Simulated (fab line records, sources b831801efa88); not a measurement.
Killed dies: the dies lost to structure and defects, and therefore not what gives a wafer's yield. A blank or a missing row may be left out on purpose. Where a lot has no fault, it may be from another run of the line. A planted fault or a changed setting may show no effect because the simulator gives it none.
Which tool did it? | flow gf180mcu | 45 wafers from 15 lots sampled at 3 of the route's 602 steps

== WHAT THE GAUGES SHOWED, per wafer ==
GF_M2_OVL_MEAS_15.
lot  | measured     | on         | M2_OVL (nm)
L277 | day 19 07:34 | overlay-02 | -11 6 -6
L278 | day 19 15:55 | overlay-02 | -8 -5 -9
L279 | day 20 05:04 | overlay-01 | -2 1 -2
L280 | day 20 09:10 | overlay-01 | 1 8 -4
L281 | day 20 20:28 | overlay-01 | -11 -16 -9
L282 | day 21 05:35 | overlay-02 | 3 3 8
L285 | day 22 10:55 | overlay-01 | 8 1 0
L286 | day 22 15:40 | overlay-01 | 6 3 -1
L287 | day 23 01:43 | overlay-01 | -7 -1 -10
L290 | day 24 02:19 | overlay-01 | -3 -11 0
L294 | day 25 13:46 | overlay-01 | 1 -3 3
L297 | day 26 02:43 | overlay-02 | - - -
L298 | day 26 16:16 | overlay-01 | - - -
L299 | day 26 20:20 | overlay-02 | - - -
L300 | day 27 00:58 | overlay-01 | -11 0 -2

== WHAT TOOL EACH LOT RAN ON (gives the tool, then ch and the chambers of the sampled wafers, and finally the start) ==
lot  | GF_V1_SPUTTER_21             | GF_M2_EXPOSE_11
L277 | pvd sputter-02, day 18 06:21 | krf scanner-01 ch 0, day 18 19:27
L278 | pvd sputter-01, day 18 14:22 | krf scanner-01 ch 0, day 19 03:51
L279 | pvd sputter-04, day 19 03:40 | krf scanner-01 ch 0, day 19 17:09
L280 | pvd sputter-01, day 19 08:01 | krf scanner-02 ch 0, day 19 21:22
L281 | pvd sputter-04, day 19 19:23 | krf scanner-01 ch 0, day 20 08:13
L282 | pvd sputter-01, day 20 04:57 | krf scanner-02 ch 0, day 20 18:01
L285 | pvd sputter-01, day 21 10:20 | krf scanner-02 ch 0, day 21 23:03
L286 | pvd sputter-04, day 21 15:43 | krf scanner-02 ch 0, day 22 04:31
L287 | pvd sputter-02, day 22 01:48 | krf scanner-01 ch 0, day 22 14:17
L290 | pvd sputter-01, day 23 03:01 | krf scanner-01 ch 0, day 23 15:11
L294 | pvd sputter-04, day 24 15:46 | krf scanner-02 ch 0, day 25 03:31
L297 | pvd sputter-01, day 25 04:07 | krf scanner-01, day 25 16:13
L298 | pvd sputter-02, day 25 18:11 | krf scanner-01, day 26 06:04
L299 | pvd sputter-02, day 25 22:44 | krf scanner-01, day 26 10:17
L300 | pvd sputter-02, day 26 04:09 | krf scanner-01 ch 0, day 26 15:36
- GF_V1_SPUTTER_21: material Ti, target thk 15 nm, time 80.02 s.
- GF_M2_EXPOSE_11: exposes mask Metal2, target cd 280 nm.

== WHAT THE TOOLS THEMSELVES READ (means of the sampled wafers that have a number; where no wafer has one, the mark that the record gives instead) ==
GF_V1_SPUTTER_21.
lot  | tool           | substrate temp c (C) | throttle valve pct (%)
L277 | pvd sputter-02 | 199.79               | 29.8
L278 | pvd sputter-01 | 200.01               | 29.8
L279 | pvd sputter-04 | 200.01               | 29.4
L280 | pvd sputter-01 | 200.06               | 29.5
L281 | pvd sputter-04 | 200.12               | 28.8
L282 | pvd sputter-01 | 199.85               | 29.3
L285 | pvd sputter-01 | 200.10               | 29.5
L286 | pvd sputter-04 | 199.93               | 29.5
L287 | pvd sputter-02 | 200.11               | 29.4
L290 | pvd sputter-01 | 199.99               | 29.7
L294 | pvd sputter-04 | 199.99               | 28.4
L297 | pvd sputter-01 | 200.05               | 29.3
L298 | pvd sputter-02 | 199.94               | 29.3
L299 | pvd sputter-02 | 200.19               | 29.5
L300 | pvd sputter-02 | 200.12               | 29.7

GF_M2_EXPOSE_11.
lot  | tool           | exposure dose mJ cm2 | focus offset nm (nm)
L277 | krf scanner-01 | 27.98                | -0.4
L278 | krf scanner-01 | 27.95                | 0.0
L279 | krf scanner-01 | 27.95                | -0.5
L280 | krf scanner-02 | 27.98                | -0.1
L281 | krf scanner-01 | 27.95                | -0.3
L282 | krf scanner-02 | 27.97                | -0.6
L285 | krf scanner-02 | 27.97                | 0.1
L286 | krf scanner-02 | 27.98                | 0.3
L287 | krf scanner-01 | 27.95                | 1.2
L290 | krf scanner-01 | 27.96                | -0.3
L294 | krf scanner-02 | 27.97                | 0.0
L297 | krf scanner-01 | -                    | -
L298 | krf scanner-01 | -                    | -
L299 | krf scanner-01 | -                    | -
L300 | krf scanner-01 | 27.93                | 0.3

== THE ANSWER, worked out from the rows above alone ==
Rule: the usual values come from the lots themselves. Put in order of their means at a reading, lots are off if they are a third of the lots or fewer, leave a main group of 4 or more, and stand apart from it by a gap of 3 or more times the standard deviation of the main group's means; of several such gaps the widest counts. The tables above print the reading to a certain number of digits; a main group whose means all agree to those digits is not used. Also off: a lot with no number at a reading for which 4 or more lots have one. All remaining lots with rows at the step are treated as sound. The gauges are gone through in route order, then the tools' own readings, and for those a lot's mean is taken as printed above. The first step at which some lot is off is used, and at that step the reading that is off furthest; a lot without a number counts as furthest.
Off: at GF_M2_OVL_MEAS_15 (M2_OVL), L297, L298, L299. Without a number there: L297, L298, L299. Mean -2 nm and standard deviation 4.7 in the main group.
A tool fits if, at a process step before that reading, it ran every lot that is off, and no sound lot after the first of them. The gauges at GF_M2_OVL_MEAS_15 aren't tried: what is off there is off at GF_M2_EXPOSE_11 too, on other tools, and a gauge's error can't cause that. None of those tried fits.

== WHAT THE SIMULATOR HAD INSERTED ==
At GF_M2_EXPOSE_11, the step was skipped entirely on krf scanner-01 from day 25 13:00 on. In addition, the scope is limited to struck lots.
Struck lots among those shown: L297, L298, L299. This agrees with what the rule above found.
